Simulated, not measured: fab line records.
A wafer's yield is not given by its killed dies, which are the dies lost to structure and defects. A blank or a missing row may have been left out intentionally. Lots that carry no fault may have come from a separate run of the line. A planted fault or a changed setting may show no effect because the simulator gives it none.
Struck lot and sound lot, side by side + flow gf180mcu + 15 steps out of a route of 602
Sound: the wafers L911.2, L911.4, L911.6. Struck: wafers L927.2, L927.5, L927.6. The cause is given at the end.
Each step with rows lists, per side, the tool, then ch with its chambers, then its first start. Under that, the readings that differ: sound wafers + struck wafers + difference of the means + sigmas: that difference in standard deviations of wafers without a fault.
alike: same words and numbers on both sides, and readings whose means sit less than 2 such deviations apart. not compared: any withheld reading, any reading some wafer has no value for, any bound like >300 that may hide the same value, and any number with overlapping values for which the record gives no deviation.
Wherever a step has rows on one side only, a row that says differs or no value, or a row with sigmas, the two part there. When numbers do not overlap yet have no deviation, they are printed without sigmas and do not part them. Lack of a reading on every wafer of one side parts them only where that side has two or more wafers.

first, 3 steps without rows for these wafers: GF_V2_STRIP_19 (strips in post etch residue remover, time 1200 s); GF_V2_CLEAN_20 (cleans in DIW); GF_V2_SPUTTER_21 (material Ti, target thk 15 nm, time 80.02 s).
GF_V2_SPUTTER_22: material TiN, target thk 10 nm, time 40 s.
  sound on pvd sputter-01 at day 22 01:31; struck on pvd sputter-01 at day 27 02:18
  alike: cathode dc power W, chamber pressure pa, throttle valve pct
GF_V2_CVD_23: deposits W, target thk 350 nm, time 104.94 s.
  sound on cvd w-01 ch 0,1, day 22 01:34; struck on cvd w-01 ch 0,1, day 27 02:20
  alike: heater power w
GF_V2_RS_MEAS_24: measures by four-point-probe.
  sound on film metro-02 at day 22 01:42; struck on film metro-02 at day 27 02:28
  alike: V2_W_RS
GF_V2_THK_MEAS_25: measures by xrf.
  sound on film metro-02 at day 22 01:49; struck on film metro-02 at day 27 02:35
  alike: V2_W_THK
GF_V2_CMP_26: polishes, stops on SiO2, t overpolish 15 s, target thk 0 nm.
  sound on cmp-02 ch 2,3, day 22 01:52; struck on cmp-01 ch 0,3, day 27 02:38
  alike: motor current A, overpolish run s, time to endpoint s
GF_M3_SPUTTER_00: material Ti, target thk 37.5 nm, time 150 s.
  sound on pvd sputter-02 at day 22 02:10; struck on pvd sputter-02 at day 27 02:56
  alike: cathode dc power W, chamber pressure pa, throttle valve pct
then, 2 steps without rows for these wafers: GF_M3_SPUTTER_01 (material TiN, target thk 30 nm, time 25 s); GF_M3_SPUTTER_02 (material AlCu, target thk 450 nm, time 23.9 s).
GF_M3_SPUTTER_03: material Ti, target thk 10 nm, time 6.7 s.
  sound on pvd sputter-02 at day 22 02:19; struck on pvd sputter-02 at day 27 03:05
  alike: cathode dc power W, chamber pressure pa, throttle valve pct
GF_M3_SPUTTER_04: material TiN, target thk 50 nm, time 41.7 s.
  sound on pvd sputter-02 at day 22 02:20; struck on pvd sputter-02 at day 27 03:07
  no value came back on the struck wafers for cathode dc power W (W), chamber pressure pa (Pa), throttle valve pct (%); on the sound wafers cathode dc power W (W) reads 6500.1 6499.2 6500.7
GF_M3_THK_MEAS_06: measures by xrf.
  sound on film metro-01 at day 22 02:31; struck on film metro-01 at day 27 03:17
| reading          | sound       | struck      | difference | sigmas |
|------------------|-------------|-------------|------------|--------|
| M3_ALCU_THK (nm) | 453 455 453 | 505 513 509 | +55        | +11    |
then, 1 step without rows for these wafers: GF_M3_DEHYDRATE_07 (time 60 s).

## WHERE THEY PART
At GF_M3_SPUTTER_04 first; at GF_M3_THK_MEAS_06 last (within this record only).

WHY: the cause the simulator had injected
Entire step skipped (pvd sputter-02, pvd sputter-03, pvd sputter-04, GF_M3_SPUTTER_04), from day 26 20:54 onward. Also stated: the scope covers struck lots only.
